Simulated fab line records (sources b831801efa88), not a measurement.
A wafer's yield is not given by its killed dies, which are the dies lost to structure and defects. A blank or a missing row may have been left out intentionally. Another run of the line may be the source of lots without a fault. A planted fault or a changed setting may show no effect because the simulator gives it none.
A lot that was struck, set against a sound lot -- flow sky130 -- 15 out of 708 route steps
Sound: these wafers, L363.1, L363.4, L363.5. The struck wafers were L368.2, L368.4, L368.5. The cause comes at the end.
Each step with rows lists, per side, the tool, then ch with its chambers, then its first start. Under that, the readings that differ: sound wafers -- struck wafers -- difference of the means -- sigmas: that difference in standard deviations of wafers without a fault.
alike: a reading whose means differ by less than 2 such deviations, as well as words and numbers matching on both sides. not compared: withheld readings; readings where some wafer has no value; bounds like >300 that might hide an equal value; numbers whose values overlap and for which the record gives no deviation.
Wherever a step has rows on one side only, a row that says differs or no value, or a row with sigmas, the two part there. Numbers that don't overlap but have no deviation are shown without sigmas and don't part them. A reading that every wafer of one side lacks parts them only if that side has two wafers or more.

SKY_POLY_GATE_CD_MEAS_22:
  sound on cd-sem-01, day 20 12:46; struck on cd-sem-02, day 21 22:32
  alike: cd-nm
then, 7 steps without rows for these wafers: SKY_LDD_N_DEHYDRATE_00 (time 60 s); SKY_LDD_N_HMDS_01 (prime time 60 s); SKY_LDD_N_COAT_02 (resist thk 300 nm); SKY_LDD_N_SOFTBAKE_03 (time 60 s); SKY_LDD_N_EXPOSE_04 (exposes mask NTM, target cd 840 nm); SKY_LDD_N_PEB_05; SKY_LDD_N_DEVELOP_06 (develop time 60 s).
SKY_LDD_N_OVL_MEAS_07:
  sound on overlay-02, day 21 19:13; struck on overlay-02, day 23 04:52
  alike: LDD_N_OVL
then, 3 steps without rows for these wafers: SKY_LDD_N_IMPLANT_08; SKY_LDD_N_IMPLANT_09; SKY_LDD_N_IMPLANT_10.
SKY_LDD_N_IMPLANT_11:
  sound on implanter-02 ch 0, day 21 19:43; struck on implanter-01 ch 0, day 23 05:22
reading,sound,struck,difference,sigmas
beam-energy-keV,19.995 19.998 20.006,17.677 17.672 17.679,-2.324,-99 or more
model.implant.rp-nm (nm),16.17 16.17 16.17,14.47 14.47 14.47,-1.70,
model.implant.drp-nm (nm),7.212 7.212 7.212,6.624 6.624 6.624,-0.588,
  alike: rotation-deg
next, for these wafers, 1 step has no rows: SKY_LDD_N_IMPLANT_12.
-- the record jumps here: 27 days lie between the struck wafers' starts before and after (it left off in module LDD_N and takes up again in module PAD_OPEN, whose first step shown is number 708 of the route) --
SKY_PAD_OPEN_PROBE_99:
  sound on prober-01, day 48 19:38; struck on prober-02, day 49 20:55
reading,sound,struck,difference,sigmas
model.etest.tip-n.rs-ohm-sq,439.7 441.5 441.8,447.1 447.5 449.6,+7.1,
  alike: killed_at_M0_to_M3, killed_at_M4_up, killed-at-contacts, killed-at-front-end, killed-at-other, killed-dies, killed-open, killed-short

== WHERE THEY PART ==
SKY_LDD_N_IMPLANT_11 only, going by this record. Later steps at which nothing parts them and some readings are alike: SKY_PAD_OPEN_PROBE_99.

WHY: whatever the simulator had introduced
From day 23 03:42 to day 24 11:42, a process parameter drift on implanter-01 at SKY_LDD_N_IMPLANT_11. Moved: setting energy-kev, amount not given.
